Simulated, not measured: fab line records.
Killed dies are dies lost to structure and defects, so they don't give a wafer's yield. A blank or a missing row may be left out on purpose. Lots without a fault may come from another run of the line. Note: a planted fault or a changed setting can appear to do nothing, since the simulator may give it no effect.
fab line records -- flow sfq_line
record: lots: 5, wafers: 15, last_day: 78
route steps=325 shown M5@201 A5B@209 R5@212 I5@228 C5@240 M8@325
lots that met no fault: from a run of the same line without faults
start_h: start of the lot's first displayed wafer, in hours after the record's first day -- wait_h: hours from the lot's prior step to this one -- " same as the row above -- L1.1+2: one row covering several wafers at once -- - no value, or no start was given -- * or withheld: withheld -- < > ~ a bound
route shown NAME@n: a module of which the file shows steps, and the number in the route of the first -- usual: average and standard deviation across the fault-free wafers -- same: alike in all rows -- chamber/n: place in a boat -- sites: readings site by site -- _std_site: standard deviation of those values -- _edge_site: inner sites' mean taken away from outer sites' mean -- radius_mm: for every site, how far away it sits from the centre of the wafer -- mask NAME#n: copy n -- behind: the last tool/chamber to shape the wafer -- hold: why the lot went on hold/how many hours it stayed there/how the hold came to an end -- device: the n, p or np transistor that did not switch -- end of line: the same wafers' tests at the end of the route -- for a step that has no rows: nothing shown but its recipe -- killed: dies that structure and defects cost at the first sort, which is not the same as the wafer's yield -- map: the dies of a wafer, with x for killed, . for not killed, _ for no die there
set.NAME: setting as actually run; set.NAME@STEP: the setting as run at that earlier step -- model.NAME: the simulator's own value behind a step, which no gauge read
lots at some steps of the route; a table a step, a row a wafer
services: from which hour (start_h, from the record's first day; less than 0 if before it) a tool's chamber was out of use, for how many hours, and why
== steps ==
step: SFQ_TRILAYER_M5_LITHO_EXPOSE_124
recipe: mask_id: M5, na: 0.6, source_shape: conventional, sigma_outer: 0.65, target_cd_nm: 700, dose_mj: 14.4
step: SFQ_TRILAYER_M5_LITHO_PEB_126
recipe: peb_temp_c: 115, peb_time_s: 60, resist: KrF
step: SFQ_TRILAYER_M5_LITHO_DEVELOP_125
recipe: time_s: 60, resist: KrF
step: SFQ_M5_OVL_MEAS_932
usual: M5_OVL: 0/5.2
lot.wafer,tool,chamber,start_h,wait_h,M5_OVL[nm]
L604.1,overlay-02,-,1076.65,0.1,10
L604.4,overlay-02,-,1076.65,0.1,6
L604.5,overlay-02,-,1076.65,0.1,9
L613.2,overlay-01,-,1177.47,0.1,2
L613.4,overlay-01,-,1177.47,0.1,4
L613.6,overlay-01,-,1177.47,0.1,2
L621.1,overlay-01,-,1234.00,0.1,3
L621.3,overlay-01,-,1234.00,0.1,4
L621.5,overlay-01,-,1234.00,0.1,5
L624.1,overlay-01,-,1244.80,0.1,0
L624.2,overlay-01,-,1244.80,0.1,-7
L624.5,overlay-01,-,1244.80,0.1,-4
L625.1,overlay-02,-,1252.00,0.1,-2
L625.2,overlay-02,-,1252.00,0.1,8
L625.5,overlay-02,-,1252.00,0.1,-3
step: SFQ_TRILAYER_M5_BARC_OPEN_METAL_ETCH_161
recipe: mask_material: PR, chemistry: O2, target_depth_nm: 125, target: BARC, icp_w: 600, bias_w: 80, pressure_mtorr: 10, time_s: 41.7
step: SFQ_TRILAYER_M5_ETCH_METAL_ETCH_126
recipe: target: Nb, stop_on: SiO2, mask_material: PR, over_etch_frac: 0.15, time_s: 203.2, chemistry: Cl2/BCl3, target_depth_nm: 265, icp_w: 600, bias_w: 80, pressure_mtorr: 10
step: SFQ_TRILAYER_M5_STRIP_STRIP_127
recipe: gas: O2, power_w: 200, platen_temp_c: 40, overash_fraction: 0.65, chemistry: O2, pressure_mtorr: 50
step: SFQ_TRILAYER_M5_STRIP_SOLV_CLEAN_128
recipe: chemistry: NMP, temp_c: 70, time_s: 600
step: SFQ_TRILAYER_A5B_DEP_PECVD_129
recipe: material: SiO2, temp_c: 150, time_s: 133.33, pressure_torr: 2.4, rf_w: 183.3, precursor: SiH4/N2O, target_thk_nm: 600
usual: heater_power_w: 81/10, throttle_valve_pct: 25.1/1.6
lot.wafer,tool,chamber,start_h,wait_h,heater_power_w,throttle_valve_pct
L604.1,pecvd-03,1,1077.89,0.0,86,24.4
L604.4,pecvd-03,0,1077.89,0.0,81,22.6
L604.5,pecvd-03,2,1077.89,0.0,64,26.1
L613.2,pecvd-03,1,1178.53,0.0,80,24.6
L613.4,pecvd-03,2,1178.53,0.0,70,26.3
L613.6,pecvd-03,0,1178.53,0.0,70,22.7
L621.1,pecvd-03,1,1235.06,0.0,91,24.8
L621.3,pecvd-03,2,1235.06,0.0,64,26.4
L621.5,pecvd-03,0,1235.06,0.0,66,23.0
L624.1,pecvd-01,1,1246.04,0.0,88,24.6
L624.2,pecvd-01,2,1246.04,0.0,76,26.2
L624.5,pecvd-01,2,1246.04,0.0,78,26.5
L625.1,pecvd-01,2,1253.24,0.0,81,26.3
L625.2,pecvd-01,0,1253.24,0.0,78,28.2
L625.5,pecvd-01,2,1253.24,0.0,66,26.1
step: SFQ_TRILAYER_A5B_CMP_CMP_130
recipe: stop_on: Nb, down_force_psi: 3, platen_rpm: 60, target_thk_nm: 340.7
usual: motor_current_A: 10.8/1
lot.wafer,tool,chamber,start_h,wait_h,motor_current_A
L604.4,cmp-02,1,1145.51,67.5,9.5
L604.1,cmp-02,3,1146.51,68.6,10.2
L604.5,cmp-02,1,1147.51,69.5,9.4
L613.4,cmp-02,3,1238.95,60.3,11.2
L613.2,cmp-02,1,1239.95,61.4,9.3
L613.6,cmp-02,2,1239.95,61.4,10.0
L621.3,cmp-01,3,1289.56,54.4,10.6
L621.1,cmp-01,1,1290.56,55.4,13.2
L621.5,cmp-01,0,1292.06,56.9,10.5
L624.2,cmp-01,1,1298.56,52.5,13.0
L624.1,cmp-01,3,1299.56,53.5,11.2
L624.5,cmp-01,2,1301.06,54.9,11.3
L625.2,cmp-01,0,1304.65,51.4,10.8
L625.1,cmp-01,3,1306.15,52.9,10.5
L625.5,cmp-01,0,1306.15,52.9,10.8
step: SFQ_TRILAYER_A5B_METRO_MEASURE_131
step: SFQ_TRILAYER_R5_DEP_SPUTTER_132
recipe: material: Ti, base_pressure_pa: 1.33e-06, target_thk_nm: 5, power_w: 2000, time_s: 5, chamber_pressure_pa: 0.4
step: SFQ_TRILAYER_R5_DEP_SPUTTER_133
recipe: material: MoNx, base_pressure_pa: 1.33e-06, target_thk_nm: 40, power_w: 1000, time_s: 66.7, chamber_pressure_pa: 0.4
usual: throttle_valve_pct: 30.2/0.71
lot.wafer,tool,chamber,start_h,wait_h,throttle_valve_pct,model.MoNx_of_TRILAYER_R5_DEP_SPUTTER_133.thk_nm
L604.1,pvd_sputter-04,-,1149.73,0.0,28.6,39.12
L604.4,pvd_sputter-04,-,1149.73,0.0,30.4,38.76
L604.5,pvd_sputter-04,-,1149.73,0.0,30.4,38.44
L613.2,pvd_sputter-03,-,1242.67,0.0,31.0,40.07
L613.4,pvd_sputter-03,-,1242.67,0.0,29.6,39.64
L613.6,pvd_sputter-03,-,1242.67,0.0,31.3,40.16
L621.1,pvd_sputter-04,-,1293.78,0.0,29.8,31.71
L621.3,pvd_sputter-04,-,1293.78,0.0,30.3,38.86
L621.5,pvd_sputter-04,-,1293.78,0.0,30.1,40.25
L624.1,pvd_sputter-03,-,1302.78,0.0,29.4,40.07
L624.2,pvd_sputter-03,-,1302.78,0.0,30.0,39.38
L624.5,pvd_sputter-03,-,1302.78,0.0,30.0,39.16
L625.1,pvd_sputter-03,-,1308.87,0.0,29.6,40.03
L625.2,pvd_sputter-03,-,1308.87,0.0,29.8,39.42
L625.5,pvd_sputter-03,-,1308.87,0.0,31.4,40.94
step: SFQ_TRILAYER_R5_DEP_SPUTTER_134
recipe: material: Ti, base_pressure_pa: 1.33e-06, target_thk_nm: 5, power_w: 2000, time_s: 5, chamber_pressure_pa: 0.4
step: SFQ_R5_RS_MEAS_933
recipe: thk_meas_gauge: four-point-probe, reads: Ti_of_TRILAYER_R5_DEP_SPUTTER_134+MoNx_of_TRILAYER_R5_DEP_SPUTTER_133+Ti_of_TRILAYER_R5_DEP_SPUTTER_132
usual: R5_MONX_RS: 7.05/0.12
lot.wafer,tool,chamber,start_h,wait_h,R5_MONX_RS[ohm/sq]
L604.1,film_metro-01,-,1149.80,0.0,7.23
L604.4,film_metro-01,-,1149.80,0.0,7.30
L604.5,film_metro-01,-,1149.80,0.0,7.36
L613.2,film_metro-03,-,1242.76,0.0,7.02
L613.4,film_metro-03,-,1242.76,0.0,7.11
L613.6,film_metro-03,-,1242.76,0.0,7.03
L621.1,film_metro-02,-,1293.85,0.0,8.80
L621.3,film_metro-02,-,1293.85,0.0,7.28
L621.5,film_metro-02,-,1293.85,0.0,7.04
L624.1,film_metro-02,-,1302.85,0.0,7.03
L624.2,film_metro-02,-,1302.85,0.0,7.13
L624.5,film_metro-02,-,1302.85,0.0,7.20
L625.1,film_metro-01,-,1308.95,0.0,7.07
L625.2,film_metro-01,-,1308.95,0.0,7.17
L625.5,film_metro-01,-,1308.95,0.0,6.91
step: SFQ_R5_THK_MEAS_934
recipe: thk_meas_gauge: xrf, reads: MoNx_of_TRILAYER_R5_DEP_SPUTTER_133
usual: R5_MONX_THK: 39.2/0.69
lot.wafer,tool,chamber,start_h,wait_h,R5_MONX_THK[nm]
L604.1,film_metro-01,-,1149.92,0.1,38.0
L604.4,film_metro-01,-,1149.92,0.1,37.6
L604.5,film_metro-01,-,1149.92,0.1,37.3
L613.2,film_metro-03,-,1242.87,0.1,39.4
L613.4,film_metro-03,-,1242.87,0.1,38.9
L613.6,film_metro-03,-,1242.87,0.1,39.3
L621.1,film_metro-02,-,1293.97,0.1,31.2
L621.3,film_metro-02,-,1293.97,0.1,38.1
L621.5,film_metro-02,-,1293.97,0.1,39.6
L624.1,film_metro-02,-,1302.97,0.1,39.3
L624.2,film_metro-02,-,1302.97,0.1,38.7
L624.5,film_metro-02,-,1302.97,0.1,38.6
L625.1,film_metro-01,-,1309.07,0.1,38.6
L625.2,film_metro-01,-,1309.07,0.1,38.1
L625.5,film_metro-01,-,1309.07,0.1,39.8
step: SFQ_TRILAYER_R5_LITHO_COAT_141
recipe: resist: BARC, spin_rpm: 3000, resist_thk_nm: 62
step: SFQ_TRILAYER_R5_LITHO_COAT_136
recipe: resist: KrF, spin_rpm: 3000, resist_thk_nm: 600
step: SFQ_TRILAYER_R5_LITHO_SOFTBAKE_140
recipe: temp_c: withheld, time_s: withheld, resist: KrF
step: SFQ_TRILAYER_R5_LITHO_EXPOSE_137
recipe: mask_id: R5, na: 0.6, source_shape: conventional, sigma_outer: 0.65, target_cd_nm: 500, dose_mj: 14.4
step: SFQ_TRILAYER_R5_LITHO_PEB_139
recipe: peb_temp_c: 115, peb_time_s: 60, resist: KrF
step: SFQ_TRILAYER_R5_LITHO_DEVELOP_138
recipe: time_s: 60, resist: KrF
step: SFQ_R5_OVL_MEAS_935
usual: R5_OVL: 2/4.7
lot.wafer,tool,chamber,start_h,wait_h,R5_OVL[nm]
L604.1,overlay-01,-,1201.27,0.1,1
L604.4,overlay-01,-,1201.27,0.1,8
L604.5,overlay-01,-,1201.27,0.1,-2
L613.2,overlay-02,-,1300.25,0.1,2
L613.4,overlay-02,-,1300.25,0.1,3
L613.6,overlay-02,-,1300.25,0.1,-1
L621.1,overlay-01,-,1352.57,0.1,2
L621.3,overlay-01,-,1352.57,0.1,-1
L621.5,overlay-01,-,1352.57,0.1,-1
L624.1,overlay-02,-,1363.37,0.1,6
L624.2,overlay-02,-,1363.37,0.1,6
L624.5,overlay-02,-,1363.37,0.1,5
L625.1,overlay-01,-,1371.87,0.1,-3
L625.2,overlay-01,-,1371.87,0.1,6
L625.5,overlay-01,-,1371.87,0.1,6
step: SFQ_TRILAYER_R5_BARC_OPEN_METAL_ETCH_177
recipe: mask_material: PR, chemistry: O2, target_depth_nm: 125, target: BARC, icp_w: 600, bias_w: 80, pressure_mtorr: 10, time_s: 41.7
step: SFQ_TRILAYER_R5_ETCH_METAL_ETCH_139
recipe: stop_on: SiO2, mask_material: PR, chemistry: Cl2, target_depth_nm: 60, icp_w: 600, bias_w: 80, pressure_mtorr: 10, time_s: 40
step: SFQ_TRILAYER_R5_STRIP_STRIP_140
recipe: gas: O2, power_w: 200, platen_temp_c: 40, overash_fraction: 0.65, chemistry: O2, pressure_mtorr: 50
usual: drypump_motor_current_A: 6.01/0.27, he_backside_leak_sccm: 3.5/0.34, oes_product_au: 0.994/0.014
lot.wafer,tool,chamber,start_h,wait_h,drypump_motor_current_A,he_backside_leak_sccm,oes_product_au,rf_hours_counter_h
L604.1,rie_metal-02,1,1201.42,0.0,5.75,3.7,1.015,36
L604.4,rie_metal-02,1,1201.42,0.0,5.75,3.8,1.017,-
L604.5,rie_metal-02,1,1201.42,0.0,5.72,3.9,1.025,-
L613.2,rie_metal-04,1,1300.40,0.0,6.06,3.7,0.978,80
L613.4,rie_metal-04,0,1300.40,0.0,5.83,3.3,0.976,-
L613.6,rie_metal-04,0,1300.40,0.0,5.83,3.2,0.984,-
L621.1,rie_metal-01,0,1352.72,0.0,6.20,3.4,1.001,63
L621.3,rie_metal-01,0,1352.72,0.0,6.19,3.5,0.995,-
L621.5,rie_metal-01,0,1352.72,0.0,6.25,3.2,0.999,-
L624.1,rie_metal-01,1,1363.52,0.0,6.35,3.3,0.997,43
L624.2,rie_metal-01,0,1363.52,0.0,6.25,3.3,0.980,65
L624.5,rie_metal-01,0,1363.52,0.0,6.21,3.4,0.994,-
L625.1,rie_metal-01,1,1372.02,0.0,6.30,3.3,0.999,45
L625.2,rie_metal-01,0,1372.02,0.0,6.19,3.5,0.992,66
L625.5,rie_metal-01,1,1372.02,0.0,6.30,3.3,1.001,-
step: SFQ_TRILAYER_R5_STRIP_SOLV_CLEAN_141
recipe: chemistry: NMP, temp_c: 70, time_s: 600
step: SFQ_TRILAYER_A5C_DEP_PECVD_142
recipe: material: SiO2, temp_c: 150, time_s: 15.556, pressure_torr: 2.4, rf_w: 183.3, precursor: SiH4/N2O, target_thk_nm: 70
usual: heater_power_w: 78/14, throttle_valve_pct: 25.2/1.4
lot.wafer,tool,chamber,start_h,wait_h,heater_power_w,throttle_valve_pct
L604.1,pecvd-04,0,1202.19,0.0,77,25.9
L604.4,pecvd-04,2,1202.19,0.0,93,25.3
L604.5,pecvd-04,0,1202.19,0.0,75,25.4
L613.2,pecvd-02,0,1301.17,0.0,50,24.3
L613.4,pecvd-02,2,1301.17,0.0,69,25.7
L613.6,pecvd-02,0,1301.17,0.0,49,24.6
L621.1,pecvd-04,1,1353.49,0.0,77,23.7
L621.3,pecvd-04,2,1353.49,0.0,101,25.7
L621.5,pecvd-04,1,1353.49,0.0,77,23.6
L624.1,pecvd-04,0,1364.29,0.0,81,26.0
L624.2,pecvd-04,2,1364.29,0.0,95,25.5
L624.5,pecvd-04,2,1364.29,0.0,96,25.6
L625.1,pecvd-04,2,1372.79,0.0,100,25.6
L625.2,pecvd-04,1,1372.79,0.0,74,23.5
L625.5,pecvd-04,0,1372.79,0.0,91,26.2
step: SFQ_TRILAYER_I5_LITHO_COAT_149
recipe: resist: BARC, spin_rpm: 3000, resist_thk_nm: 62
step: SFQ_TRILAYER_I5_LITHO_COAT_144
recipe: resist: KrF, spin_rpm: 3000, resist_thk_nm: 650
step: SFQ_TRILAYER_I5_LITHO_SOFTBAKE_148
recipe: temp_c: withheld, time_s: withheld, resist: KrF
step: SFQ_TRILAYER_I5_LITHO_EXPOSE_145
recipe: mask_id: I5, na: 0.6, source_shape: conventional, sigma_outer: 0.65, target_cd_nm: 700, dose_mj: 21.3
step: SFQ_TRILAYER_I5_LITHO_PEB_147
recipe: peb_temp_c: 115, peb_time_s: 60, resist: KrF
step: SFQ_TRILAYER_I5_LITHO_DEVELOP_146
recipe: time_s: 60, resist: KrF
step: SFQ_I5_OVL_MEAS_936
usual: I5_OVL: 1/6.1
lot.wafer,tool,chamber,start_h,wait_h,I5_OVL[nm]
L604.1,overlay-02,-,1258.00,0.1,0
L604.4,overlay-02,-,1258.00,0.1,-3
L604.5,overlay-02,-,1258.00,0.1,6
L613.2,overlay-02,-,1337.63,0.1,-3
L613.4,overlay-02,-,1337.63,0.1,-6
L613.6,overlay-02,-,1337.63,0.1,-3
L621.1,overlay-01,-,1379.42,0.1,-4
L621.3,overlay-01,-,1379.42,0.1,2
L621.5,overlay-01,-,1379.42,0.1,1
L624.1,overlay-01,-,1390.32,0.1,8
L624.2,overlay-01,-,1390.32,0.1,-2
L624.5,overlay-01,-,1390.32,0.1,-1
L625.1,overlay-01,-,1395.87,0.1,-10
L625.2,overlay-01,-,1395.87,0.1,-8
L625.5,overlay-01,-,1395.87,0.1,-6
step: SFQ_TRILAYER_I5_BARC_OPEN_VIA_ETCH_200
recipe: mask_material: PR, chemistry: O2, target_depth_nm: 125, target: BARC, source_w: 500, bias_w: 80, pressure_mtorr: 30, time_s: 41.7
usual: drypump_motor_current_A: 5.9/0.53, oes_product_au: 0.686/0.0051
lot.wafer,tool,chamber,start_h,wait_h,drypump_motor_current_A,oes_product_au,rf_hours_counter_h
L604.1,rie_diel-02,0,1258.03,0.0,5.6,0.681,16
L604.4,rie_diel-02,3,1258.03,0.0,6.8,0.687,8
L604.5,rie_diel-02,0,1258.03,0.0,5.6,0.693,-
L613.2,rie_diel-03,1,1337.66,0.0,6.3,0.693,10
L613.4,rie_diel-03,3,1337.66,0.0,4.9,0.700,16
L613.6,rie_diel-03,2,1337.66,0.0,6.3,0.686,-
L621.1,rie_diel-02,1,1379.46,0.0,5.5,0.687,3
L621.3,rie_diel-02,0,1379.46,0.0,5.6,0.682,18
L621.5,rie_diel-02,0,1379.46,0.0,5.6,0.687,-
L624.1,rie_diel-02,3,1390.36,0.0,6.8,0.683,10
L624.2,rie_diel-02,0,1390.36,0.0,5.6,0.680,19
L624.5,rie_diel-02,1,1390.36,0.0,5.5,0.685,-
L625.1,rie_diel-02,2,1395.91,0.0,5.8,0.682,12
L625.2,rie_diel-02,3,1395.91,0.0,6.8,0.680,11
L625.5,rie_diel-02,2,1395.91,0.0,5.8,0.685,-
step: SFQ_TRILAYER_I5_ETCH_VIA_ETCH_147
recipe: stop_on: Nb, mask_material: PR, chemistry: CHF3, target_depth_nm: 360, source_w: 500, bias_w: 80, pressure_mtorr: 30, time_s: withheld
step: SFQ_TRILAYER_I5_STRIP_STRIP_148
recipe: gas: O2, power_w: 200, platen_temp_c: 40, overash_fraction: 0.65, chemistry: O2, pressure_mtorr: 50
step: SFQ_TRILAYER_I5_STRIP_SOLV_CLEAN_149
recipe: chemistry: NMP, temp_c: 70, time_s: 600
step: SFQ_TRILAYER_C5_LITHO_COAT_156
recipe: resist: BARC, spin_rpm: 3000, resist_thk_nm: 62
step: SFQ_TRILAYER_C5_LITHO_COAT_151
recipe: resist: KrF, spin_rpm: 3000, resist_thk_nm: 650
step: SFQ_TRILAYER_C5_LITHO_SOFTBAKE_155
recipe: temp_c: withheld, time_s: withheld, resist: KrF
step: SFQ_M8_BOW_MEAS_951
recipe: mode: bow
usual: M8_BOW: 10/12
lot.wafer,tool,chamber,start_h,wait_h,M8_BOW[um],model.etest.r5.ohm_um,model.etest.c5.link_ohm,model.etest.r5.ohm_sq
L604.1,film_metro-03,-,1628.00,0.0,6,14.46,8.181,7.222
L604.4,film_metro-03,-,1628.00,0.0,13,14.59,8.248,7.288
L604.5,film_metro-03,-,1628.00,0.0,8,14.7,8.311,7.348
L613.2,film_metro-04,-,1761.81,0.0,12,14.12,7.997,7.05
L613.4,film_metro-04,-,1761.81,0.0,17,14.23,8.088,7.127
L613.6,film_metro-04,-,1761.81,0.0,14,14.05,7.999,7.035
L621.1,film_metro-04,-,1857.66,0.0,3,17.81,9.877,8.909
L621.3,film_metro-04,-,1857.66,0.0,0,14.56,8.254,7.271
L621.5,film_metro-04,-,1857.66,0.0,0,14.04,7.979,7.019
L624.1,film_metro-03,-,1867.39,0.0,2,14.13,8.001,7.051
L624.2,film_metro-03,-,1867.39,0.0,14,14.33,8.123,7.173
L624.5,film_metro-03,-,1867.39,0.0,13,14.45,8.167,7.214
L625.1,film_metro-03,-,1869.79,0.0,-16,14.12,8.017,7.058
L625.2,film_metro-03,-,1869.79,0.0,-10,14.33,8.12,7.166
L625.5,film_metro-03,-,1869.79,0.0,-12,13.77,7.856,6.9
== services ==
tool,chamber,start_h,hours,kind
cmp-02,-,1079.46,14.0,pm
rie_diel-02,1,1090.86,1.4,repair
cmp-02,-,1093.51,4.0,pm
cmp-02,-,1093.53,0.7,repair
cmp-01,-,1097.88,5.6,pm
cmp-01,-,1107.72,3.5,repair
rie_diel-02,3,1113.33,8.9,repair
rie_diel-02,-,1170.57,0.8,repair
cmp-01,-,1175.86,10.5,repair
rie_diel-02,2,1188.61,21.5,repair
rie_metal-01,-,1229.24,0.1,repair
rie_metal-01,0,1229.78,2.9,repair
cmp-01,-,1240.76,0.5,repair
cmp-01,-,1261.38,4.0,pm
pecvd-03,0,1273.55,14.8,repair
rie_diel-02,0,1282.26,4.8,repair
pecvd-04,-,1300.22,1.8,repair
pecvd-04,2,1303.83,12.2,repair
cmp-01,-,1304.11,0.5,repair
cmp-01,-,1336.51,2.5,repair
rie_diel-02,1,1350.33,7.5,repair
rie_metal-01,0,1364.50,4.8,repair
cmp-01,-,1378.01,3.6,repair
rie_metal-01,-,1383.73,1.4,pm
== key ==
first_sign: step: SFQ_R5_RS_MEAS_933, reading: R5_MONX_RS, direction: up, sigmas: 15, usual: 7.05, struck: 8.80
effect: step: SFQ_R5_THK_MEAS_934, reading: R5_MONX_THK, direction: down, sigmas: 12, usual: 39.2, struck: 31.2
model_effect: step: SFQ_TRILAYER_R5_DEP_SPUTTER_133, value: MoNx_of_TRILAYER_R5_DEP_SPUTTER_133.thk_nm, without: 40.47, struck: 31.71
model_effect: step: SFQ_M8_BOW_MEAS_951, value: etest.r5.ohm_um, without: 13.96, struck: 17.81
met_at SFQ_TRILAYER_R5_DEP_SPUTTER_133
struck_wafers L621.1
onset_between 1149.73 1293.78
fault: kind: process_parameter_drift, tool: pvd_sputter-04, chamber: -, onset_h: 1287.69, steps: SFQ_TRILAYER_R5_DEP_SPUTTER_133, channel: target_thk_nm, offset: -8.764, shape: step, end_h: 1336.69, scope: struck_wafers_only, acts_in: these_recipes_only, stated: 40
